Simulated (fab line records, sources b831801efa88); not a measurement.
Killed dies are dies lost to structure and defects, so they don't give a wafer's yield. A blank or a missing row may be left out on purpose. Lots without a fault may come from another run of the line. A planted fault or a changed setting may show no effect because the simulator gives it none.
Tool commonality check | flow gf180mcu | 11 lots, 33 wafers sampled

WHY IT WAS OPENED
At GF_M2_RS_MEAS_05 the reading M2_ALCU_RS is flagged on 2 of 11 lots. Wafers without a fault read 0.0695 ohm/sq, standard deviation 0.00074.
Rule: a lot is flagged when every wafer of it that has a number lies more than 4 standard deviations from that mean, or none has a number. The other lots count as sound.

lot  | measured     | on            | M2_ALCU_RS (ohm/sq), wafer by wafer | flag
L492 | day 17 19:16 | film_metro-01 | 0.0698 0.0706 0.0696                |
L496 | day 19 05:29 | film_metro-02 | 0.0688 0.0689 0.0686                |
L498 | day 20 05:43 | film_metro-02 | 0.0701 0.0697 0.0701                |
L500 | day 21 06:29 | film_metro-02 | 0.0680 0.0682 0.0674                |
L502 | day 22 02:08 | film_metro-02 | 7.0415 7.0609 7.0108                | FLAGGED
L503 | day 22 21:24 | film_metro-02 | 7.0778 7.0975 7.1805                | FLAGGED
L507 | day 24 12:04 | film_metro-01 | 0.0707 0.0709 0.0700                |
L511 | day 25 10:37 | film_metro-04 | 0.0700 0.0700 0.0698                |
L514 | day 25 22:07 | film_metro-02 | 0.0694 0.0694 0.0696                |
L513 | day 26 01:12 | film_metro-04 | 0.0705 0.0697 0.0703                |
L515 | day 26 12:55 | film_metro-02 | 0.0685 0.0690 0.0689                |
The numbers of the flagged lots are 7.0782 ohm/sq on average: +7.0087 ohm/sq against the usual, or +99 or more standard deviations.

WHICH TOOL RAN EACH LOT
The record holds 3 process steps before the reading, out of a route of 602 steps. In each cell: the tool, then ch and the chambers that the sampled wafers went through, then the start.
lot  | flag    | GF_V1_ETCH_17                                 | GF_M2_SPUTTER_01             | GF_M2_SPUTTER_02
L492 |         | rie_diel-03 ch 2,3, day 17 19:08 or earlier   | pvd_sputter-02, day 17 19:08 | pvd_sputter-02, day 17 19:10
L496 |         | rie_diel-03 ch 0,2,3, day 19 05:19 or earlier | pvd_sputter-03, day 19 05:19 | pvd_sputter-03, day 19 05:21
L498 |         | rie_diel-02 ch 2,3, day 20 05:35 or earlier   | pvd_sputter-01, day 20 05:35 | pvd_sputter-01, day 20 05:37
L500 |         | rie_diel-01 ch 2,3, day 21 06:22 or earlier   | pvd_sputter-03, day 21 06:22 | pvd_sputter-03, day 21 06:24
L502 | FLAGGED | rie_diel-02 ch 1,2,3, day 22 01:58 or earlier | pvd_sputter-02, day 22 01:58 | pvd_sputter-02, day 22 02:00
L503 | FLAGGED | rie_diel-03 ch 0,1,3, day 22 21:13 or earlier | pvd_sputter-02, day 22 21:13 | pvd_sputter-02, day 22 21:15
L507 |         | rie_diel-02 ch 0,2,3, day 24 11:55 or earlier | pvd_sputter-02, day 24 11:55 | pvd_sputter-02, day 24 11:57
L511 |         | rie_diel-03 ch 1,3, day 25 10:29 or earlier   | pvd_sputter-02, day 25 10:29 | pvd_sputter-02, day 25 10:31
L514 |         | rie_diel-02 ch 0,3, day 25 21:58 or earlier   | pvd_sputter-02, day 25 21:58 | pvd_sputter-02, day 25 22:00
L513 |         | rie_diel-03 ch 1,2, day 26 01:02 or earlier   | pvd_sputter-02, day 26 01:02 | pvd_sputter-02, day 26 01:04
L515 |         | rie_diel-03 ch 0,2,3, day 26 12:48 or earlier | pvd_sputter-02, day 26 12:48 | pvd_sputter-02, day 26 12:50
What these steps do:
- GF_V1_ETCH_17: etches SiO2 in C4F8/O2/Ar, stops on TiN, target depth 630 nm.
- GF_M2_SPUTTER_01: material TiN, target thk 30 nm, time 25 s.
- GF_M2_SPUTTER_02: material AlCu, target thk 450 nm, time 23.9 s.
- GF_M2_RS_MEAS_05: measures by four-point-probe.

FLAGGED OVER TOTAL, TOOL BY TOOL (the gauges that took the reading come last)
step             | tool           | lots run | flagged | share of the flagged lots | sound lots run after its first flagged lot
GF_V1_ETCH_17    | rie_diel-01    | 1        | 0       | none                      | -
GF_V1_ETCH_17    | rie_diel-02    | 4        | 1       | some                      | 2 (L507,L514)
GF_V1_ETCH_17    | rie_diel-03    | 6        | 1       | some                      | 3 (L511,L513,L515)
GF_M2_SPUTTER_01 | pvd_sputter-01 | 1        | 0       | none                      | -
GF_M2_SPUTTER_01 | pvd_sputter-02 | 8        | 2       | all                       | 5 (L507,L511,L514,L513,L515)
GF_M2_SPUTTER_01 | pvd_sputter-03 | 2        | 0       | none                      | -
GF_M2_SPUTTER_02 | pvd_sputter-01 | 1        | 0       | none                      | -
GF_M2_SPUTTER_02 | pvd_sputter-02 | 8        | 2       | all                       | 5 (L507,L511,L514,L513,L515)
GF_M2_SPUTTER_02 | pvd_sputter-03 | 2        | 0       | none                      | -
GF_M2_RS_MEAS_05 | film_metro-01  | 2        | 0       | none                      | -
GF_M2_RS_MEAS_05 | film_metro-02  | 7        | 2       | all                       | 2 (L514,L515)
GF_M2_RS_MEAS_05 | film_metro-04  | 2        | 0       | none                      | -
GF_V1_ETCH_17 gives no start for some lots, so the hours and the order of its lots are those of GF_M2_SPUTTER_01.

WHAT THE TABLE ALLOWS
3 rows of the table ran every flagged lot: pvd_sputter-02 at GF_M2_SPUTTER_01, pvd_sputter-02 at GF_M2_SPUTTER_02, film_metro-02 at GF_M2_RS_MEAS_05.
- pvd_sputter-02 at GF_M2_SPUTTER_01: 2 of its 8 lots flagged. Sound lots ran on it after the first flagged one (L507, L511, L514, L513, L515), which a lasting fault on the whole tool wouldn't allow.
- pvd_sputter-02 at GF_M2_SPUTTER_02: 2 of its 8 lots flagged. Sound lots ran on it after the first flagged one (L507, L511, L514, L513, L515), which a lasting fault on the whole tool wouldn't allow. On the flagged lots its readings are blank where sound lots have values: cathode_dc_power_W, chamber_pressure_pa, throttle_valve_pct.
- film_metro-02 at GF_M2_RS_MEAS_05: 2 of its 7 lots flagged. Sound lots ran on it after the first flagged one (L514, L515), which a lasting fault on the whole tool wouldn't allow.
No row of the table ran every flagged lot and no sound lot after the first.

WHAT THE SIMULATOR HAD PUT IN
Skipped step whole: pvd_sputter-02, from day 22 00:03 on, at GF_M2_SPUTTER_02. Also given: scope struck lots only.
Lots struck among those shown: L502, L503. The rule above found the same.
